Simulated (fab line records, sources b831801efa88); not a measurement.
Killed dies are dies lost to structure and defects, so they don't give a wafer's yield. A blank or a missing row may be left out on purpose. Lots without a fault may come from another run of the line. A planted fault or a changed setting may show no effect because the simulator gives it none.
Chamber matching | flow gf180mcu | GF_V5_CMP_04 on cmp-01: 4 sister chambers
The step polishes SiO2. 14 wafers are shown with their chamber, then 7 later ones without.

WAFERS WITH THEIR CHAMBER
wafer  | chamber | motor_current_A (A)
L218.2 | 0       | 12.0
L218.3 | 3       | 13.5
L218.6 | 2       | 11.7
L220.1 | 0       | 11.7
L220.3 | 3       | 13.3
L220.4 | 2       | 10.8
L231.1 | 2       | 11.6
L231.3 | 0       | 12.1
L231.4 | 3       | 13.4
L233.2 | 0       | 11.3
L233.3 | 1       | 13.1
L233.4 | 2       | 10.8
L234.3 | 0       | 11.8
L234.4 | 2       | 11.2

SIGNATURES (means of the wafers above)
reading         | chamber 0 | chamber 1 | chamber 2 | chamber 3 | scatter within a chamber
motor_current_A | 11.780    | 13.100    | 11.220    | 13.400    | 0.337
Rule: a wafer's distance from a chamber is the root of the sum, over the readings, of the square of ((its reading less the chamber's mean) divided by the reading's scatter). The wafer belongs to the nearest chamber; if the next one is less than 2 further off, it can't be placed. The scatter: the root of (the sum of the squares of (reading less its chamber's mean) over the shown wafers, divided by (wafers less chambers)).

WAFERS WITHOUT THEIR CHAMBER
wafer  | motor_current_A (A)
L234.5 | 12.6
L237.1 | 11.1
L237.4 | 13.6
L237.5 | 12.0
L239.4 | 12.6
L239.5 | 12.6
L239.6 | 11.4

WHICH CHAMBER EACH WENT THROUGH
wafer  | from the rows above          | in truth
L234.5 | can't be placed: 1 or 3 or 0 | 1
L237.1 | can't be placed: 2 or 0      | 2
L237.4 | can't be placed: 3 or 1      | 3
L237.5 | can't be placed: 0 or 2      | 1
L239.4 | can't be placed: 1 or 3 or 0 | 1
L239.5 | can't be placed: 1 or 3 or 0 | 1
L239.6 | can't be placed: 2 or 0      | 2
Placed correctly: 0 of 7. Can't be placed from these rows: 7 (the true chamber is among the candidates in 6). Placed wrongly: 0.
